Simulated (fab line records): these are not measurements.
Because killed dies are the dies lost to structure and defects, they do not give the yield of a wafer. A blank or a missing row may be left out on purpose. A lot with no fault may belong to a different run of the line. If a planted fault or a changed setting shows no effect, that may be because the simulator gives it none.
Which tool was responsible? | flow gf180mcu | 24 lots with 72 wafers sampled at 6 steps, on a route of 602 steps

== WHAT THE GAUGES READ, wafer by wafer ==
GF_CONTACT_THK_MEAS_03.
lot  | measured     | on           | CONTACT_CVD_02_THK (nm)
L074 | day 15 03:41 | filmMetro-01 | 852 846 857
L075 | day 15 07:44 | filmMetro-01 | 846 848 850
L076 | day 15 17:42 | filmMetro-03 | 843 857 872
L077 | day 16 01:38 | filmMetro-04 | 852 877 867
L078 | day 16 12:38 | filmMetro-04 | 846 850 853
L079 | day 17 03:46 | filmMetro-01 | 856 867 863
L080 | day 17 10:17 | filmMetro-04 | 869 862 865
L081 | day 17 21:22 | filmMetro-04 | 857 872 877
L082 | day 18 02:53 | filmMetro-04 | 853 858 854
L083 | day 18 09:08 | filmMetro-01 | 858 857 870
L084 | day 19 00:24 | filmMetro-01 | 853 854 867
L085 | day 19 16:57 | filmMetro-01 | 855 848 865
L086 | day 20 05:17 | filmMetro-03 | 858 865 862
L087 | day 20 08:56 | filmMetro-03 | 867 870 864
L088 | day 20 13:31 | filmMetro-01 | 854 859 872
L089 | day 21 00:01 | filmMetro-04 | 858 862 862
L090 | day 21 04:02 | filmMetro-03 | 843 848 851
L091 | day 21 16:17 | filmMetro-01 | 840 864 859
L092 | day 21 20:34 | filmMetro-04 | 851 862 875
L093 | day 21 21:27 | filmMetro-04 | 838 864 867
L094 | day 22 06:07 | filmMetro-03 | 846 848 857
L095 | day 22 11:19 | filmMetro-01 | 860 873 862
L096 | day 22 21:49 | filmMetro-03 | 847 870 864
L097 | day 23 03:23 | filmMetro-03 | 853 867 875

GF_CONTACT_CD_MEAS_14 targets a cd of 220 nm.
lot  | measured     | on       | cdNm (nm)
L074 | day 16 01:59 | cdSem-01 | 215.3 217.3 217.3
L075 | day 16 05:40 | cdSem-01 | 220.2 219.6 219.7
L076 | day 16 16:23 | cdSem-02 | 222.7 222.7 221.6
L077 | day 16 23:26 | cdSem-01 | 220.6 219.5 220.6
L078 | day 17 11:46 | cdSem-02 | 222.5 221.9 221.6
L079 | day 18 03:26 | cdSem-01 | 218.5 217.8 216.5
L080 | day 18 10:18 | cdSem-02 | 217.9 217.8 218.7
L081 | day 18 22:17 | cdSem-02 | 220.9 221.8 222.2
L082 | day 19 02:57 | cdSem-01 | 219.6 222.2 220.4
L083 | day 19 10:06 | cdSem-02 | 218.8 219.7 219.4
L084 | day 20 00:48 | cdSem-01 | 218.1 220.4 218.0
L085 | day 20 17:14 | cdSem-02 | 218.7 219.6 219.0
L086 | day 21 05:55 | cdSem-02 | 217.4 217.2 219.3
L087 | day 21 09:41 | cdSem-01 | 222.2 220.5 220.9
L088 | day 21 13:19 | cdSem-02 | 219.8 218.1 218.1
L089 | day 21 23:44 | cdSem-01 | 220.0 220.3 220.2
L090 | day 22 03:50 | cdSem-02 | 221.0 221.5 220.7
L091 | day 22 15:38 | cdSem-02 | 218.5 218.1 218.1
L092 | day 22 20:17 | cdSem-01 | 220.1 219.7 220.1
L093 | day 22 20:44 | cdSem-01 | 218.5 220.0 219.3
L094 | day 23 06:08 | cdSem-01 | 219.3 221.1 220.2
L095 | day 23 10:25 | cdSem-01 | 220.1 220.3 219.2
L096 | day 23 20:56 | cdSem-01 | 220.6 219.4 219.7
L097 | day 24 02:32 | cdSem-02 | 220.1 219.7 218.1

GF_M1_CD_MEAS_14 targets a cd of 230 nm.
lot  | measured     | on       | cdNm (nm)
L074 | day 17 01:41 | cdSem-02 | 230.7 231.9 231.3
L075 | day 17 05:37 | cdSem-01 | 228.7 227.9 228.3
L076 | day 17 16:29 | cdSem-02 | 230.7 229.7 230.2
L077 | day 17 23:56 | cdSem-02 | 232.0 232.6 232.3
L078 | day 18 12:25 | cdSem-01 | 229.8 228.3 230.5
L079 | day 19 04:29 | cdSem-01 | 231.7 231.6 230.5
L080 | day 19 12:19 | cdSem-01 | 231.4 230.5 231.2
L081 | day 19 23:55 | cdSem-02 | 230.4 230.0 230.9
L082 | day 20 04:04 | cdSem-01 | 227.9 228.9 229.0
L083 | day 20 11:54 | cdSem-02 | 229.0 229.8 229.7
L084 | day 21 02:26 | cdSem-01 | 230.5 231.4 231.0
L085 | day 21 18:50 | cdSem-01 | 231.0 230.1 231.3
L086 | day 22 07:16 | cdSem-02 | 229.3 229.2 229.4
L087 | day 22 10:26 | cdSem-01 | 228.0 229.1 228.1
L088 | day 22 14:10 | cdSem-02 | 229.6 229.2 229.4
L089 | day 22 23:56 | cdSem-01 | 229.5 229.7 230.2
L090 | day 23 03:33 | cdSem-01 | 232.2 231.6 231.8
L091 | day 23 15:41 | cdSem-02 | 228.1 229.7 228.8
L092 | day 23 20:33 | cdSem-01 | 229.8 230.4 229.3
L093 | day 23 21:40 | cdSem-01 | 228.9 228.7 228.2
L094 | day 24 06:20 | cdSem-02 | 230.3 230.0 230.1
L095 | day 24 10:52 | cdSem-02 | 231.2 230.6 231.4
L096 | day 24 20:08 | cdSem-02 | 231.3 230.1 229.7
L097 | day 25 01:50 | cdSem-02 | 230.6 230.2 230.1

== TOOL THAT RAN EACH LOT (tool first, then ch and the chambers of the sampled wafers, then the start) ==
lot  | GF_CONTACT_CVD_02               | GF_CONTACT_SPUTTER_23       | GF_M1_SPUTTER_00
L074 | pecvd-01 ch 0,1,2, day 15 03:37 | pvdSputter-04, day 16 02:40 | pvdSputter-02, day 16 03:17
L075 | pecvd-04 ch 0,1,2, day 15 07:40 | pvdSputter-03, day 16 06:20 | pvdSputter-04, day 16 06:57
L076 | pecvd-01 ch 1,2, day 15 17:38   | pvdSputter-01, day 16 17:04 | pvdSputter-02, day 16 17:41
L077 | pecvd-04 ch 1,2, day 16 01:32   | pvdSputter-01, day 17 00:04 | pvdSputter-02, day 17 00:41
L078 | pecvd-04 ch 0,1,2, day 16 12:34 | pvdSputter-01, day 17 12:31 | pvdSputter-04, day 17 13:08
L079 | pecvd-02 ch 0,1, day 17 03:41   | pvdSputter-04, day 18 04:05 | pvdSputter-02, day 18 04:41
L080 | pecvd-02 ch 0,1,2, day 17 10:13 | pvdSputter-04, day 18 10:56 | pvdSputter-01, day 18 11:32
L081 | pecvd-01 ch 0,2, day 17 21:17   | pvdSputter-04, day 18 22:56 | pvdSputter-02, day 18 23:33
L082 | pecvd-02 ch 0,1,2, day 18 02:49 | pvdSputter-01, day 19 03:40 | pvdSputter-04, day 19 04:17
L083 | pecvd-01 ch 0,1,2, day 18 09:05 | pvdSputter-03, day 19 10:43 | pvdSputter-02, day 19 11:20
L084 | pecvd-01 ch 0,1, day 19 00:20   | pvdSputter-01, day 20 01:29 | pvdSputter-02, day 20 02:06
L085 | pecvd-01 ch 0,2, day 19 16:53   | pvdSputter-03, day 20 17:55 | pvdSputter-04, day 20 18:32
L086 | pecvd-02 ch 0,1,2, day 20 05:13 | pvdSputter-04, day 21 06:32 | pvdSputter-02, day 21 07:10
L087 | pecvd-01 ch 0,1,2, day 20 08:51 | pvdSputter-01, day 21 10:19 | pvdSputter-04, day 21 10:56
L088 | pecvd-01 ch 0,2, day 20 13:26   | pvdSputter-04, day 21 13:59 | pvdSputter-01, day 21 14:36
L089 | pecvd-01 ch 0,1,2, day 20 23:56 | pvdSputter-01, day 22 00:25 | pvdSputter-02, day 22 01:02
L090 | pecvd-04 ch 0,1, day 21 03:58   | pvdSputter-01, day 22 04:31 | pvdSputter-04, day 22 05:08
L091 | pecvd-04 ch 0,1,2, day 21 16:11 | pvdSputter-04, day 22 16:16 | pvdSputter-02, day 22 16:53
L092 | pecvd-01 ch 1,2, day 21 20:29   | pvdSputter-01, day 22 20:58 | pvdSputter-01, day 22 21:35
L093 | pecvd-02 ch 0,1,2, day 21 21:22 | pvdSputter-03, day 22 21:22 | pvdSputter-04, day 22 21:59
L094 | pecvd-04 ch 0,1,2, day 22 06:03 | pvdSputter-03, day 23 06:50 | pvdSputter-04, day 23 07:27
L095 | pecvd-02 ch 1,2, day 22 11:14   | pvdSputter-01, day 23 11:05 | pvdSputter-04, day 23 11:42
L096 | pecvd-02 ch 0,1, day 22 21:44   | pvdSputter-04, day 23 21:35 | pvdSputter-02, day 23 22:13
L097 | pecvd-04 ch 0,1,2, day 23 03:18 | pvdSputter-04, day 24 03:11 | pvdSputter-01, day 24 03:53
- GF_CONTACT_CVD_02: deposits SiO2 from TEOS, target thk 860 nm, time 95.992 s.
- GF_CONTACT_SPUTTER_23: material TiN, target thk 10 nm, time 40 s.
- GF_M1_SPUTTER_00: material Ti, target thk 37.5 nm, time 150 s.

== AS READ BY THE TOOLS THEMSELVES (means over the sampled wafers that have a number; for cases with no such wafer, the mark the record gives instead) ==
GF_CONTACT_CVD_02.
lot  | tool     | heaterPowerOuterW (W) | heaterPowerW (W)
L074 | pecvd-01 | 418                   | 684
L075 | pecvd-04 | 375                   | 619
L076 | pecvd-01 | 409                   | 665
L077 | pecvd-04 | 399                   | 632
L078 | pecvd-04 | 415                   | 668
L079 | pecvd-02 | 333                   | 639
L080 | pecvd-02 | 330                   | 656
L081 | pecvd-01 | 358                   | 626
L082 | pecvd-02 | 401                   | 742
L083 | pecvd-01 | 448                   | 730
L084 | pecvd-01 | 411                   | 684
L085 | pecvd-01 | 364                   | 640
L086 | pecvd-02 | 362                   | 689
L087 | pecvd-01 | 443                   | 696
L088 | pecvd-01 | 380                   | 674
L089 | pecvd-01 | 415                   | 680
L090 | pecvd-04 | 353                   | 593
L091 | pecvd-04 | 325                   | 545
L092 | pecvd-01 | 487                   | 758
L093 | pecvd-02 | 342                   | 675
L094 | pecvd-04 | 386                   | 630
L095 | pecvd-02 | 340                   | 689
L096 | pecvd-02 | 324                   | 637
L097 | pecvd-04 | 394                   | 642

GF_CONTACT_SPUTTER_23.
lot  | tool          | cathodeDcPowerW (W) | throttleValvePct (%)
L074 | pvdSputter-04 | 4001.1              | 29.7
L075 | pvdSputter-03 | 4000.3              | 30.3
L076 | pvdSputter-01 | 4000.7              | 31.2
L077 | pvdSputter-01 | 4000.4              | 30.3
L078 | pvdSputter-01 | 4000.0              | 29.4
L079 | pvdSputter-04 | 3999.4              | 30.5
L080 | pvdSputter-04 | 4000.0              | 30.5
L081 | pvdSputter-04 | 4000.2              | 31.2
L082 | pvdSputter-01 | 4000.2              | 29.2
L083 | pvdSputter-03 | 4000.3              | 29.3
L084 | pvdSputter-01 | 3999.8              | 30.4
L085 | pvdSputter-03 | 3999.9              | 30.4
L086 | pvdSputter-04 | 3999.8              | 29.6
L087 | pvdSputter-01 | 3999.4              | 29.4
L088 | pvdSputter-04 | 4000.0              | 29.7
L089 | pvdSputter-01 | 4000.1              | 30.6
L090 | pvdSputter-01 | 4000.1              | 30.5
L091 | pvdSputter-04 | 4000.4              | 29.5
L092 | pvdSputter-01 | 3999.9              | 30.1
L093 | pvdSputter-03 | 3999.6              | 30.5
L094 | pvdSputter-03 | 4000.0              | 30.4
L095 | pvdSputter-01 | 3999.9              | 30.0
L096 | pvdSputter-04 | 3999.3              | 29.7
L097 | pvdSputter-04 | 4000.5              | 30.1

GF_M1_SPUTTER_00.
lot  | tool          | cathodeDcPowerW (W) | throttleValvePct (%)
L074 | pvdSputter-02 | 4000.4              | 29.9
L075 | pvdSputter-04 | 4000.2              | 29.3
L076 | pvdSputter-02 | 4000.2              | 30.1
L077 | pvdSputter-02 | 3999.4              | 29.2
L078 | pvdSputter-04 | 4000.4              | 30.1
L079 | pvdSputter-02 | 3998.9              | 30.7
L080 | pvdSputter-01 | 3999.5              | 30.4
L081 | pvdSputter-02 | 4000.0              | 30.9
L082 | pvdSputter-04 | 4001.0              | 29.4
L083 | pvdSputter-02 | 4000.2              | 30.5
L084 | pvdSputter-02 | 3999.5              | 30.9
L085 | pvdSputter-04 | 3999.1              | 30.1
L086 | pvdSputter-02 | 4000.2              | 30.4
L087 | pvdSputter-04 | 3999.1              | 30.0
L088 | pvdSputter-01 | 3999.7              | 28.9
L089 | pvdSputter-02 | 3999.6              | 29.9
L090 | pvdSputter-04 | 4000.1              | 31.2
L091 | pvdSputter-02 | 4000.0              | 30.4
L092 | pvdSputter-01 | 3999.6              | 31.2
L093 | pvdSputter-04 | 4000.2              | 29.3
L094 | pvdSputter-04 | 4000.1              | 30.3
L095 | pvdSputter-04 | 3998.6              | 30.4
L096 | pvdSputter-02 | 4000.9              | 29.9
L097 | pvdSputter-01 | 3999.7              | 29.6

== THE ANSWER, worked out from the rows above alone ==
Rule: the lots themselves supply what counts as usual. The widest of any qualifying gaps counts: lots, ordered by their means at a reading, are off when they make up no more than a third of the lots, leave a main group of 4 or more, and stand apart from it by 3 or more times the standard deviation of that group's means. Not used: any main group whose means are identical at the precision the tables above print for the reading. A lot without any number at a reading at which 4 lots or more have one is off too. The other lots that the step has rows for count as sound. The gauges are gone through in route order, then the tools' own readings, and for those a lot's mean is taken as printed above. At the first step where some lot is off, the reading lying furthest off is the one used; lots without a number count as furthest.
Across all readings shown, no lot is off: no conclusion can be drawn from this.

== WHAT THE SIMULATOR HAD INSERTED ==
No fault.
